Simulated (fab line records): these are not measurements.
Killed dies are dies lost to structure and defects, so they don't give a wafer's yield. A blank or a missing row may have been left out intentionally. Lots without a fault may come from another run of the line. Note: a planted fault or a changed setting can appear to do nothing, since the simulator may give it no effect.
fab line records | flow gf180mcu | part 1 of 2: steps 1 to 26 of 35
record lots=5 | wafers=15 | last-day=33
route steps=602 shown V5@540 TOP_METAL@567
lots that met no fault: from a run of the same line without faults
start-h: start of the lot's first displayed wafer, in hours after the record's first day | wait-h: how many hours have passed since the lot's step before this one | " repeats the value in the row above | L1.1+2: a row that stands for several wafers | - value missing, or start not given | * or withheld: withheld | < > ~ a bound
route shown NAME@n: names a module that has steps shown in the file, with the first one's number in the route | usual: average and standard deviation across the fault-free wafers | same: alike in all rows | chamber/n: place in a boat | sites: readings site by site | _std_site: their standard deviation | _edge_site: inner sites' mean taken away from outer sites' mean | radius-mm: for every site, how far away it sits from the centre of the wafer | mask NAME#n: copy n | behind: the most recent tool/chamber to have shaped the wafer | hold: cause of the lot's hold/its duration in hours/its outcome | device: whichever transistor did not switch (one of n, p or np) | end of line: the tests these same wafers got at the end of their route | a step with no rows: only its recipe | killed: count of dies lost to structure and defects at first sort (not the wafer's yield) | map: a wafer's dies, marking killed ones x, the rest . and places with no die _
set.NAME: the run value of the setting; set.NAME@STEP: its run value at that earlier step | model.NAME: the simulator's own value behind a step, which no gauge read
lots at selected steps of the route; one table per step, one row per wafer
services: a tool's chamber out of use, with start hour (start-h, from the record's first day; less than 0 if before it), hours out, and reason
## steps
# step GF_V5_CVD_00
# recipe material=SiO2 | target-thk-nm=300 | sigma-open-frac=0.3 | temp-c=400 | time-s=50 | sih4-flow-sccm=60 | pressure-mtorr=6
# usual susceptor-temp-C=400.05/0.21
lot.wafer | tool      | chamber | start-h | wait-h | susceptor-temp-C
L078.1    | hdpcvd-01 | 1       | 651.87  | 0.0    | 399.93
L078.3    | "         | 2       | "       | "      | 400.25
L078.6    | "         | 2       | "       | "      | 400.10
L084.1    | hdpcvd-01 | 0       | 686.43  | 0.0    | 400.26
L084.2    | "         | 1       | "       | "      | 399.81
L084.5    | "         | 2       | "       | "      | 399.98
L085.1    | hdpcvd-02 | 2       | 693.94  | 0.0    | 400.17
L085.2    | "         | 0       | "       | "      | 400.12
L085.3    | "         | 1       | "       | "      | 399.78
L086.1    | hdpcvd-01 | 2       | 696.49  | 0.0    | 400.11
L086.3    | "         | 0       | "       | "      | 400.05
L086.4    | "         | 0       | "       | "      | 400.03
L093.1    | hdpcvd-01 | 2       | 744.77  | 0.0    | 400.13
L093.4    | "         | 1       | "       | "      | 399.89
L093.6    | "         | 0       | "       | "      | 400.30
# step GF_V5_THK_MEAS_01
# recipe reads=SiO2_of_V5_CVD_00
# usual V5_CVD_00_THK=301/4.2
lot.wafer | tool          | chamber | start-h | wait-h | V5_CVD_00_THK[nm]
L078.1    | film-metro-01 | -       | 651.91  | 0.0    | 304
L078.3    | "             | -       | "       | "      | 302
L078.6    | "             | -       | "       | "      | 302
L084.1    | film-metro-03 | -       | 686.48  | 0.0    | 296
L084.2    | "             | -       | "       | "      | 303
L084.5    | "             | -       | "       | "      | 300
L085.1    | film-metro-02 | -       | 693.99  | 0.0    | 306
L085.2    | "             | -       | "       | "      | 302
L085.3    | "             | -       | "       | "      | 299
L086.1    | film-metro-02 | -       | 696.54  | 0.0    | 297
L086.3    | "             | -       | "       | "      | 294
L086.4    | "             | -       | "       | "      | 293
L093.1    | film-metro-01 | -       | 744.82  | 0.0    | 299
L093.4    | "             | -       | "       | "      | 300
L093.6    | "             | -       | "       | "      | 301
# step GF_V5_CVD_02
# recipe material=SiO2 | target-thk-nm=1450 | precursor=TEOS | temp-c=400 | time-s=163.28 | rf-w=600
# usual heater-power-w=670/130 | susceptor-temp-C=399.99/0.21
lot.wafer | tool     | chamber | start-h | wait-h | heater-power-w | susceptor-temp-C
L078.1    | pecvd-02 | 2       | 651.97  | 0.1    | 677            | 399.85
L078.3    | "        | 0       | "       | "      | 758            | 399.88
L078.6    | "        | 2       | "       | "      | 541            | 399.75
L084.1    | pecvd-03 | 1       | 686.54  | 0.1    | 610            | 400.54
L084.2    | "        | 2       | "       | "      | 967            | 400.05
L084.5    | "        | 0       | "       | "      | 466            | 400.39
L085.1    | pecvd-02 | 0       | 694.05  | 0.1    | 824            | 399.90
L085.2    | "        | 1       | "       | "      | 646            | 399.73
L085.3    | "        | 2       | "       | "      | 596            | 400.13
L086.1    | pecvd-03 | 0       | 696.60  | 0.1    | 569            | 400.38
L086.3    | "        | 1       | "       | "      | 564            | 400.05
L086.4    | "        | 0       | "       | "      | 452            | 400.05
L093.1    | pecvd-01 | 1       | 744.88  | 0.1    | 713            | 399.93
L093.4    | "        | 2       | "       | "      | 482            | 400.00
L093.6    | "        | 1       | "       | "      | 580            | 400.16
# step GF_V5_THK_MEAS_03
# recipe reads=SiO2_of_V5_CVD_02
# usual V5_CVD_02_THK=1453/17
lot.wafer | tool          | chamber | start-h | wait-h | V5_CVD_02_THK[nm]
L078.1    | film-metro-03 | -       | 652.08  | 0.1    | 1445
L078.3    | "             | -       | "       | "      | 1449
L078.6    | "             | -       | "       | "      | 1453
L084.1    | film-metro-02 | -       | 686.64  | 0.1    | 1427
L084.2    | "             | -       | "       | "      | 1468
L084.5    | "             | -       | "       | "      | 1465
L085.1    | film-metro-03 | -       | 694.15  | 0.1    | 1452
L085.2    | "             | -       | "       | "      | 1472
L085.3    | "             | -       | "       | "      | 1451
L086.1    | film-metro-02 | -       | 696.71  | 0.1    | 1440
L086.3    | "             | -       | "       | "      | 1442
L086.4    | "             | -       | "       | "      | 1460
L093.1    | film-metro-02 | -       | 744.98  | 0.1    | 1431
L093.4    | "             | -       | "       | "      | 1466
L093.6    | "             | -       | "       | "      | 1459
# step GF_V5_CMP_04
# recipe material=SiO2 | down-force-psi=4 | platen-rpm=60 | pad-velocity-m-s=0.94248
# usual head-pressure-psi=3.998/0.0086 | motor-current-A=12.0/0.78
lot.wafer | tool   | chamber | start-h | wait-h | head-pressure-psi | motor-current-A
L078.1    | cmp-02 | 2       | 652.14  | 0.1    | 4.012             | 11.6
L078.3    | "      | 1       | "       | "      | 3.998             | 12.0
L078.6    | "      | 2       | "       | "      | 4.006             | 11.7
L084.1    | cmp-02 | 3       | 686.70  | 0.1    | 3.991             | 11.5
L084.2    | "      | 2       | "       | "      | 4.002             | 11.7
L084.5    | "      | 0       | "       | "      | 4.006             | 13.5
L085.1    | cmp-01 | 3       | 694.28  | 0.1    | 3.987             | 11.8
L085.2    | "      | 0       | "       | "      | 3.990             | 11.8
L085.3    | "      | 1       | "       | "      | 3.991             | 13.6
L086.4    | cmp-02 | 2       | 696.82  | 0.1    | 3.981             | 11.2
L086.1    | "      | 3       | "       | "      | 3.999             | 12.2
L086.3    | "      | 0       | "       | "      | 4.012             | 13.0
L093.4    | cmp-02 | 3       | 745.30  | 0.3    | 4.003             | 11.9
L093.1    | "      | 0       | "       | "      | 3.994             | 13.3
L093.6    | "      | 2       | "       | "      | 4.008             | 11.8
# step GF_V5_BOW_MEAS_05
# recipe mode=bow
# usual V5_BOW=130/10
lot.wafer | tool          | chamber | start-h | wait-h | V5_BOW[um]
L078.1    | film-metro-03 | -       | 652.44  | 0.2    | 152
L078.3    | "             | -       | "       | "      | 141
L078.6    | "             | -       | "       | "      | 131
L084.1    | film-metro-01 | -       | 687.00  | 0.2    | 108
L084.2    | "             | -       | "       | "      | 114
L084.5    | "             | -       | "       | "      | 113
L085.1    | film-metro-01 | -       | 694.53  | 0.2    | 132
L085.2    | "             | -       | "       | "      | 129
L085.3    | "             | -       | "       | "      | 128
L086.1    | film-metro-03 | -       | 697.12  | 0.2    | 146
L086.3    | "             | -       | "       | "      | 129
L086.4    | "             | -       | "       | "      | 130
L093.1    | film-metro-02 | -       | 745.55  | 0.1    | 142
L093.4    | "             | -       | "       | "      | 131
L093.6    | "             | -       | "       | "      | 146
# step GF_V5_DEHYDRATE_06
# recipe temp-c=200 | time-s=60
# usual chill-plate-temp-C=23.02/0.096
lot.wafer | tool           | chamber | start-h | wait-h | chill-plate-temp-C
L078.1    | litho-track-01 | 0       | 661.57  | 9.1    | 23.01
L078.3    | "              | 0       | "       | "      | 23.08
L078.6    | "              | 0       | "       | "      | 23.03
L084.1    | litho-track-03 | 0       | 695.73  | 8.7    | 23.07
L084.2    | "              | 0       | "       | "      | 23.09
L084.5    | "              | 0       | "       | "      | 23.11
L085.1    | litho-track-01 | 0       | 703.32  | 8.8    | 23.07
L085.2    | "              | 0       | "       | "      | 23.12
L085.3    | "              | 0       | "       | "      | 23.07
L086.1    | litho-track-01 | 0       | 705.97  | 8.8    | 22.85
L086.3    | "              | 0       | "       | "      | 22.86
L086.4    | "              | 0       | "       | "      | 22.82
L093.1    | litho-track-01 | 0       | 753.07  | 7.5    | 23.07
L093.4    | "              | 0       | "       | "      | 23.18
L093.6    | "              | 0       | "       | "      | 23.04
# step GF_V5_HMDS_07
# recipe prime-time-s=60 | prime-temp-c=120
# usual chill-plate-temp-C=23.00/0.1
lot.wafer | tool           | chamber | start-h | wait-h | chill-plate-temp-C
L078.1    | litho-track-01 | 0       | 661.72  | 0.1    | 23.13
L078.3    | "              | 0       | "       | "      | 22.74
L078.6    | "              | 0       | "       | "      | 23.05
L084.1    | litho-track-03 | 0       | 695.88  | 0.1    | 22.94
L084.2    | "              | 0       | "       | "      | 22.90
L084.5    | "              | 0       | "       | "      | 22.88
L085.1    | litho-track-01 | 0       | 703.47  | 0.1    | 23.08
L085.2    | "              | 0       | "       | "      | 22.83
L085.3    | "              | 0       | "       | "      | 23.09
L086.1    | litho-track-01 | 0       | 706.12  | 0.1    | 22.73
L086.3    | "              | 0       | "       | "      | 22.95
L086.4    | "              | 0       | "       | "      | 22.80
L093.1    | litho-track-01 | 0       | 753.22  | 0.1    | 23.08
L093.4    | "              | 0       | "       | "      | 23.02
L093.6    | "              | 0       | "       | "      | 23.05
# step GF_V5_COAT_08
# recipe resist=BARC | temp-c=withheld | time-s=withheld | spin-rpm=withheld | resist-thk-nm=withheld
# usual chill-plate-temp-C=*
lot.wafer | tool           | chamber | start-h | wait-h | chill-plate-temp-C
L078.1    | litho-track-01 | 0       | 661.87  | 0.1    | *
L078.3    | "              | 0       | "       | "      | *
L078.6    | "              | 0       | "       | "      | *
L084.1    | litho-track-03 | 0       | 696.03  | 0.1    | *
L084.2    | "              | 0       | "       | "      | *
L084.5    | "              | 0       | "       | "      | *
L085.1    | litho-track-01 | 0       | 703.62  | 0.1    | *
L085.2    | "              | 0       | "       | "      | *
L085.3    | "              | 0       | "       | "      | *
L086.1    | litho-track-01 | 0       | 706.27  | 0.1    | *
L086.3    | "              | 0       | "       | "      | *
L086.4    | "              | 0       | "       | "      | *
L093.1    | litho-track-01 | 0       | 753.37  | 0.1    | *
L093.4    | "              | 0       | "       | "      | *
L093.6    | "              | 0       | "       | "      | *
# step GF_V5_COAT_09
# recipe resist=KrF | spin-rpm=withheld | resist-thk-nm=1000
# usual chill-plate-temp-C=23.01/0.1
lot.wafer | tool           | chamber | start-h | wait-h | chill-plate-temp-C
L078.1    | litho-track-01 | 0       | -       | -      | 23.11
L078.3    | "              | 0       | "       | "      | 23.11
L078.6    | "              | 0       | "       | "      | 23.17
L084.1    | litho-track-03 | 0       | -       | -      | 23.11
L084.2    | "              | 0       | "       | "      | 22.91
L084.5    | "              | 0       | "       | "      | 22.96
L085.1    | litho-track-01 | 0       | -       | -      | 23.11
L085.2    | "              | 0       | "       | "      | 22.94
L085.3    | "              | 0       | "       | "      | 22.92
L086.1    | litho-track-01 | 0       | -       | -      | 23.08
L086.3    | "              | 0       | "       | "      | 23.17
L086.4    | "              | 0       | "       | "      | 23.10
L093.1    | litho-track-01 | 0       | -       | -      | 23.07
L093.4    | "              | 0       | "       | "      | 23.00
L093.6    | "              | 0       | "       | "      | 22.86
# step GF_V5_SOFTBAKE_10
# recipe temp-c=130 | time-s=60 | resist=KrF
# usual chill-plate-temp-C=22.99/0.1
lot.wafer | tool           | chamber | start-h | wait-h | chill-plate-temp-C
L078.1    | litho-track-01 | 0       | -       | -      | 22.96
L078.3    | "              | 0       | "       | "      | 23.02
L078.6    | "              | 0       | "       | "      | 22.98
L084.1    | litho-track-03 | 0       | -       | -      | 22.81
L084.2    | "              | 0       | "       | "      | 22.95
L084.5    | "              | 0       | "       | "      | 22.83
L085.1    | litho-track-01 | 0       | -       | -      | 23.09
L085.2    | "              | 0       | "       | "      | 22.97
L085.3    | "              | 0       | "       | "      | 23.01
L086.1    | litho-track-01 | 0       | -       | -      | 22.85
L086.3    | "              | 0       | "       | "      | 22.94
L086.4    | "              | 0       | "       | "      | 23.06
L093.1    | litho-track-01 | 0       | -       | -      | 22.80
L093.4    | "              | 0       | "       | "      | 22.98
L093.6    | "              | 0       | "       | "      | 23.00
# step GF_V5_EXPOSE_11
# recipe mask-id=Via5 | target-cd-nm=260 | na=0.68 | source-shape=conventional | sigma-outer=0.6 | dose-mj=38
# usual focus-offset-nm=-0.1/0.64
lot.wafer | tool           | chamber | start-h | wait-h | mask   | focus-offset-nm
L078.1    | krf-scanner-02 | 0       | -       | -      | Via5#0 | 0.6
L078.3    | "              | 0       | "       | "      | Via5#0 | -1.0
L078.6    | "              | 0       | "       | "      | Via5#0 | 0.6
L084.1    | krf-scanner-02 | 0       | -       | -      | Via5#0 | 0.3
L084.2    | "              | 0       | "       | "      | Via5#0 | 1.0
L084.5    | "              | 0       | "       | "      | Via5#0 | 0.3
L085.1    | krf-scanner-02 | 0       | -       | -      | Via5#0 | 1.5
L085.2    | "              | 0       | "       | "      | Via5#0 | 1.0
L085.3    | "              | 0       | "       | "      | Via5#0 | 0.4
L086.1    | krf-scanner-02 | 0       | -       | -      | Via5#0 | 0.0
L086.3    | "              | 0       | "       | "      | Via5#0 | -0.2
L086.4    | "              | 0       | "       | "      | Via5#0 | -0.5
L093.1    | krf-scanner-02 | 0       | -       | -      | Via5#0 | -0.7
L093.4    | "              | 0       | "       | "      | Via5#0 | 0.2
L093.6    | "              | 0       | "       | "      | Via5#0 | -0.4
# step GF_V5_PEB_12
# recipe peb-temp-c=135 | peb-time-s=90 | resist=KrF
# usual chill-plate-temp-C=22.99/0.1
lot.wafer | tool           | chamber | start-h | wait-h | chill-plate-temp-C
L078.1    | litho-track-01 | 0       | -       | -      | 22.99
L078.3    | "              | 0       | "       | "      | 22.95
L078.6    | "              | 0       | "       | "      | 23.05
L084.1    | litho-track-03 | 0       | -       | -      | 22.81
L084.2    | "              | 0       | "       | "      | 22.94
L084.5    | "              | 0       | "       | "      | 22.92
L085.1    | litho-track-04 | 0       | -       | -      | 23.00
L085.2    | "              | 0       | "       | "      | 22.94
L085.3    | "              | 0       | "       | "      | 22.96
L086.1    | litho-track-03 | 0       | -       | -      | 22.99
L086.3    | "              | 0       | "       | "      | 22.80
L086.4    | "              | 0       | "       | "      | 22.95
L093.1    | litho-track-01 | 0       | -       | -      | 23.01
L093.4    | "              | 0       | "       | "      | 22.89
L093.6    | "              | 0       | "       | "      | 23.12
# step GF_V5_DEVELOP_13
# recipe develop-time-s=60 | resist=KrF | dev-temp-c=21
# usual chill-plate-temp-C=23.00/0.1
lot.wafer | tool           | chamber | start-h | wait-h | chill-plate-temp-C
L078.1    | litho-track-01 | 0       | 671.82  | 0.2    | 23.13
L078.3    | "              | 0       | "       | "      | 23.14
L078.6    | "              | 0       | "       | "      | 22.97
L084.1    | litho-track-03 | 0       | 705.28  | 0.2    | 23.15
L084.2    | "              | 0       | "       | "      | 22.97
L084.5    | "              | 0       | "       | "      | 23.02
L085.1    | litho-track-04 | 0       | 713.15  | 0.2    | 23.02
L085.2    | "              | 0       | "       | "      | 23.07
L085.3    | "              | 0       | "       | "      | 22.94
L086.1    | litho-track-03 | 0       | 714.93  | 0.2    | 22.96
L086.3    | "              | 0       | "       | "      | 23.10
L086.4    | "              | 0       | "       | "      | 22.83
L093.1    | litho-track-01 | 0       | 761.72  | 0.2    | 23.15
L093.4    | "              | 0       | "       | "      | 23.16
L093.6    | "              | 0       | "       | "      | 23.02
# step GF_V5_CD_MEAS_14
# recipe target-cd-nm=260
# usual cd-nm=260.0/1.2
lot.wafer | tool      | chamber | start-h | wait-h | cd-nm
L078.1    | cd-sem-01 | -       | 671.97  | 0.1    | 260.0
L078.3    | "         | -       | "       | "      | 259.5
L078.6    | "         | -       | "       | "      | 259.7
L084.1    | cd-sem-01 | -       | 705.43  | 0.1    | 261.3
L084.2    | "         | -       | "       | "      | 261.9
L084.5    | "         | -       | "       | "      | 260.7
L085.1    | cd-sem-01 | -       | 713.30  | 0.1    | 260.9
L085.2    | "         | -       | "       | "      | 260.8
L085.3    | "         | -       | "       | "      | 260.6
L086.1    | cd-sem-01 | -       | 715.08  | 0.1    | 259.2
L086.3    | "         | -       | "       | "      | 258.7
L086.4    | "         | -       | "       | "      | 259.0
L093.1    | cd-sem-02 | -       | 761.87  | 0.1    | 261.4
L093.4    | "         | -       | "       | "      | 261.4
L093.6    | "         | -       | "       | "      | 263.0
# step GF_V5_OVL_MEAS_15
# usual V5_OVL=-1/5
lot.wafer | tool       | chamber | start-h | wait-h | V5_OVL[nm]
L078.1    | overlay-02 | -       | 672.09  | 0.1    | 4
L078.3    | "          | -       | "       | "      | -1
L078.6    | "          | -       | "       | "      | -9
L084.1    | overlay-01 | -       | 705.55  | 0.1    | -2
L084.2    | "          | -       | "       | "      | -4
L084.5    | "          | -       | "       | "      | -6
L085.1    | overlay-02 | -       | 713.42  | 0.1    | 6
L085.2    | "          | -       | "       | "      | 1
L085.3    | "          | -       | "       | "      | 4
L086.1    | overlay-02 | -       | 715.20  | 0.1    | 2
L086.3    | "          | -       | "       | "      | -3
L086.4    | "          | -       | "       | "      | -12
L093.1    | overlay-02 | -       | 761.99  | 0.1    | -9
L093.4    | "          | -       | "       | "      | -9
L093.6    | "          | -       | "       | "      | -3
# step GF_V5_ETCH_16
# recipe chemistry=N2/H2 | target-depth-a=withheld | overetch-a=withheld | time-s=withheld | target=BARC | ion-energy-ev=200 | source-w=500 | bias-w=100 | pressure-mtorr=30 | n2-flow-sccm=100 | h2-flow-sccm=200
# usual drypump-motor-current-A=6.0/0.4 | oes-product-au=0.855/0.0046 | throttle-valve-pct=13.224/0.01
lot.wafer | tool        | chamber | start-h | wait-h | drypump-motor-current-A | oes-product-au | throttle-valve-pct
L078.1    | rie-diel-03 | 1       | 672.13  | 0.0    | 6.5                     | 0.864          | 13.231
L078.3    | "           | 2       | "       | "      | 6.5                     | 0.850          | 13.205
L078.6    | "           | 2       | "       | "      | 6.5                     | 0.854          | 13.212
L084.1    | rie-diel-01 | 1       | 705.58  | 0.0    | 6.0                     | 0.853          | 13.220
L084.2    | "           | 0       | "       | "      | 6.3                     | 0.846          | 13.222
L084.5    | "           | 1       | "       | "      | 6.0                     | 0.848          | 13.229
L085.1    | rie-diel-02 | 3       | 713.45  | 0.0    | 5.5                     | 0.859          | 13.234
L085.2    | "           | 1       | "       | "      | 6.1                     | 0.856          | 13.233
L085.3    | "           | 0       | "       | "      | 5.3                     | 0.851          | 13.227
L086.1    | rie-diel-02 | 1       | 715.23  | 0.0    | 6.1                     | 0.860          | 13.220
L086.3    | "           | 2       | "       | "      | 5.7                     | 0.848          | 13.227
L086.4    | "           | 0       | "       | "      | 5.3                     | 0.845          | 13.233
L093.1    | rie-diel-01 | 3       | 762.03  | 0.0    | 6.3                     | 0.861          | 13.213
L093.4    | "           | 1       | "       | "      | 5.9                     | 0.861          | 13.233
L093.6    | "           | 0       | "       | "      | 6.4                     | 0.853          | 13.218
# step GF_V5_ETCH_17
# recipe chemistry=C4F8/O2/Ar | mask-material=KrF | target=SiO2 | stop-on=TiN | source-w=1500 | bias-w=1200 | pressure-mtorr=40 | c4f8-flow-sccm=withheld | O2_flow_sccm=6 | Ar_flow_sccm=300 | time-s=withheld | target-depth-a=8550
# usual oes-product-au=0.859/0.0045
lot.wafer | tool        | chamber | start-h | wait-h | oes-product-au
L078.1    | rie-diel-03 | 1       | -       | -      | 0.857
L078.3    | "           | 2       | "       | "      | 0.861
L078.6    | "           | 2       | "       | "      | 0.865
L084.1    | rie-diel-01 | 1       | -       | -      | 0.862
L084.2    | "           | 0       | "       | "      | 0.860
L084.5    | "           | 1       | "       | "      | 0.862
L085.1    | rie-diel-02 | 3       | -       | -      | 0.863
L085.2    | "           | 1       | "       | "      | 0.857
L085.3    | "           | 0       | "       | "      | 0.853
L086.1    | rie-diel-02 | 1       | -       | -      | 0.857
L086.3    | "           | 2       | "       | "      | 0.862
L086.4    | "           | 0       | "       | "      | 0.854
L093.1    | rie-diel-01 | 3       | -       | -      | 0.861
L093.4    | "           | 1       | "       | "      | 0.868
L093.6    | "           | 0       | "       | "      | 0.869
# step GF_V5_STRIP_18
# recipe chemistry=O2/N2 | power-w=1400 | pressure-mtorr=1500 | platen-temp-c=250 | o2-flow-sccm=3000 | n2-flow-sccm=300 | overash-fraction=0.5
# usual drypump-motor-current-A=5.7/0.53 | heater-power-w=301/18 | oes-product-au=0.568/0.0056
lot.wafer | tool            | chamber | start-h | wait-h | drypump-motor-current-A | heater-power-w | oes-product-au | rf-hours-counter-h
L078.1    | plasma-asher-01 | 0       | 672.28  | -      | 5.2                     | 314            | 0.565          | 56
L078.3    | "               | 1       | "       | "      | 5.3                     | 297            | 0.566          | -
L078.6    | "               | 1       | "       | "      | 5.3                     | 293            | 0.568          | -
L084.1    | plasma-asher-03 | 0       | 705.73  | -      | 5.1                     | 304            | 0.567          | 31
L084.2    | "               | 1       | "       | "      | 6.3                     | 324            | 0.557          | 31
L084.5    | "               | 0       | "       | "      | 5.2                     | 303            | 0.565          | -
L085.1    | plasma-asher-01 | 1       | 713.61  | -      | 5.3                     | 293            | 0.554          | 59
L085.2    | "               | 0       | "       | "      | 5.2                     | 315            | 0.569          | 59
L085.3    | "               | 0       | "       | "      | 5.2                     | 324            | 0.576          | -
L086.1    | plasma-asher-02 | 0       | 715.38  | -      | 6.5                     | 318            | 0.561          | 92
L086.3    | "               | 0       | "       | "      | 6.5                     | 322            | 0.561          | -
L086.4    | "               | 1       | "       | "      | 6.1                     | 278            | 0.567          | -
L093.1    | plasma-asher-01 | 1       | 762.18  | -      | 5.2                     | 291            | 0.568          | 63
L093.4    | "               | 0       | "       | "      | 5.2                     | 319            | 0.574          | -
L093.6    | "               | 0       | "       | "      | 5.3                     | 320            | 0.570          | -
# step GF_V5_STRIP_19
# recipe chemistry=post-etch-residue-remover | time-s=1200 | temp-c=72.5
lot.wafer  | tool         | chamber | start-h | wait-h
L078.1+3+6 | wet-bench-04 | 1       | 672.38  | 0.1
L084.1+2+5 | wet-bench-01 | 3       | 705.83  | 0.1
L085.1+2+3 | wet-bench-04 | 2       | 713.72  | 0.1
L086.1+3+4 | wet-bench-04 | 2       | 715.48  | 0.1
L093.1+4+6 | wet-bench-01 | 1       | 762.28  | 0.1
# step GF_V5_CLEAN_20
# recipe chemistry=DIW | dry=n2-spin
lot.wafer  | tool         | chamber | start-h | wait-h
L078.1+3+6 | wet-bench-02 | 2       | 672.72  | 0.0
L084.1+2+5 | wet-bench-04 | 2       | 706.18  | 0.0
L085.1+2+3 | wet-bench-01 | 0       | 714.06  | 0.0
L086.1+3+4 | wet-bench-02 | 0       | 715.83  | 0.0
L093.1+4+6 | wet-bench-02 | 3       | 762.62  | 0.0
# step GF_V5_SPUTTER_21
# recipe material=Ti | target-thk-nm=15 | chamber-pressure-pa=5 | power-w=2500 | substrate-temp-c=200 | time-s=80.02
# usual throttle-valve-pct=29.9/1.3
lot.wafer | tool           | chamber | start-h | wait-h | throttle-valve-pct
L078.1    | pvd-sputter-02 | -       | 672.82  | 0.0    | 29.1
L078.3    | "              | -       | "       | "      | 28.9
L078.6    | "              | -       | "       | "      | 29.0
L084.1    | pvd-sputter-01 | -       | 706.27  | 0.0    | 29.3
L084.2    | "              | -       | "       | "      | 27.8
L084.5    | "              | -       | "       | "      | 28.2
L085.1    | pvd-sputter-03 | -       | 714.16  | 0.0    | 31.5
L085.2    | "              | -       | "       | "      | 30.3
L085.3    | "              | -       | "       | "      | 30.4
L086.1    | pvd-sputter-02 | -       | 715.92  | 0.0    | 29.0
L086.3    | "              | -       | "       | "      | 30.2
L086.4    | "              | -       | "       | "      | 32.1
L093.1    | pvd-sputter-03 | -       | 762.72  | 0.0    | 30.4
L093.4    | "              | -       | "       | "      | 29.6
L093.6    | "              | -       | "       | "      | 31.5
# step GF_V5_SPUTTER_22
# recipe material=TiN | target-thk-nm=10 | chamber-pressure-pa=5 | power-w=4000 | time-s=40
# usual throttle-valve-pct=29.9/1.3
lot.wafer | tool           | chamber | start-h | wait-h | throttle-valve-pct
L078.1    | pvd-sputter-02 | -       | 672.88  | 0.0    | 29.2
L078.3    | "              | -       | "       | "      | 28.9
L078.6    | "              | -       | "       | "      | 28.7
L084.1    | pvd-sputter-01 | -       | 706.33  | 0.0    | 29.7
L084.2    | "              | -       | "       | "      | 28.0
L084.5    | "              | -       | "       | "      | 28.1
L085.1    | pvd-sputter-03 | -       | 714.22  | 0.0    | 31.5
L085.2    | "              | -       | "       | "      | 29.9
L085.3    | "              | -       | "       | "      | 30.4
L086.1    | pvd-sputter-02 | -       | 715.98  | 0.0    | 28.9
L086.3    | "              | -       | "       | "      | 30.2
L086.4    | "              | -       | "       | "      | 32.1
L093.1    | pvd-sputter-03 | -       | 762.78  | 0.0    | 30.0
L093.4    | "              | -       | "       | "      | 30.2
L093.6    | "              | -       | "       | "      | 31.5
# step GF_V5_CVD_23
# recipe material=W | target-thk-nm=350 | time-s=104.9 | temp-c=400 | pressure-torr=40
# usual heater-power-w=905/110 | susceptor-temp-C=400.01/0.22
lot.wafer | tool     | chamber | start-h | wait-h | heater-power-w | susceptor-temp-C
L078.1    | cvd-w-02 | 0       | 672.92  | 0.0    | 972            | 399.97
L078.3    | "        | 0       | "       | "      | 996            | 399.92
L078.6    | "        | 1       | "       | "      | 952            | 400.32
L084.1    | cvd-w-01 | 0       | 706.37  | 0.0    | 892            | 399.83
L084.2    | "        | 1       | "       | "      | 711            | 400.12
L084.5    | "        | 0       | "       | "      | 927            | 399.89
L085.1    | cvd-w-02 | 0       | 714.26  | 0.0    | 997            | 399.88
L085.2    | "        | 1       | "       | "      | 964            | 400.18
L085.3    | "        | 0       | "       | "      | 967            | 400.21
L086.1    | cvd-w-01 | 1       | 716.02  | 0.0    | 716            | 400.00
L086.3    | "        | 1       | "       | "      | 709            | 399.78
L086.4    | "        | 0       | "       | "      | 929            | 400.00
L093.1    | cvd-w-02 | 1       | 762.82  | 0.0    | 966            | 400.38
L093.4    | "        | 0       | "       | "      | 964            | 399.93
L093.6    | "        | 0       | "       | "      | 997            | 400.18
# step GF_V5_RS_MEAS_24
# recipe thk-meas-gauge=four-point-probe | reads=W_of_V5_CVD_23+TiN_of_V5_SPUTTER_22+Ti_of_V5_SPUTTER_21
# usual V5_W_RS=0.329/0.0036
lot.wafer | tool          | chamber | start-h | wait-h | V5_W_RS[ohm/sq]
L078.1    | film-metro-02 | -       | 673.04  | 0.1    | 0.333
L078.3    | "             | -       | "       | "      | 0.332
L078.6    | "             | -       | "       | "      | 0.328
L084.1    | film-metro-03 | -       | 706.48  | 0.1    | 0.333
L084.2    | "             | -       | "       | "      | 0.325
L084.5    | "             | -       | "       | "      | 0.330
L085.1    | film-metro-02 | -       | 714.37  | 0.1    | 0.333
L085.2    | "             | -       | "       | "      | 0.332
L085.3    | "             | -       | "       | "      | 0.333
L086.1    | film-metro-02 | -       | 716.13  | 0.1    | 0.331
L086.3    | "             | -       | "       | "      | 0.324
L086.4    | "             | -       | "       | "      | 0.330
L093.1    | film-metro-01 | -       | 762.93  | 0.1    | 0.325
L093.4    | "             | -       | "       | "      | 0.332
L093.6    | "             | -       | "       | "      | 0.332
# step GF_V5_THK_MEAS_25
# recipe thk-meas-gauge=xrf | reads=W_of_V5_CVD_23
# usual V5_W_THK=345/4.7
lot.wafer | tool          | chamber | start-h | wait-h | V5_W_THK[nm]
L078.1    | film-metro-02 | -       | 673.16  | 0.1    | 339
L078.3    | "             | -       | "       | "      | 343
L078.6    | "             | -       | "       | "      | 344
L084.1    | film-metro-03 | -       | 706.60  | 0.1    | 340
L084.2    | "             | -       | "       | "      | 354
L084.5    | "             | -       | "       | "      | 346
L085.1    | film-metro-02 | -       | 714.49  | 0.1    | 337
L085.2    | "             | -       | "       | "      | 337
L085.3    | "             | -       | "       | "      | 336
L086.1    | film-metro-02 | -       | 716.25  | 0.1    | 340
L086.3    | "             | -       | "       | "      | 346
L086.4    | "             | -       | "       | "      | 341
L093.1    | film-metro-01 | -       | 763.05  | 0.1    | 353
L093.4    | "             | -       | "       | "      | 344
L093.6    | "             | -       | "       | "      | 346
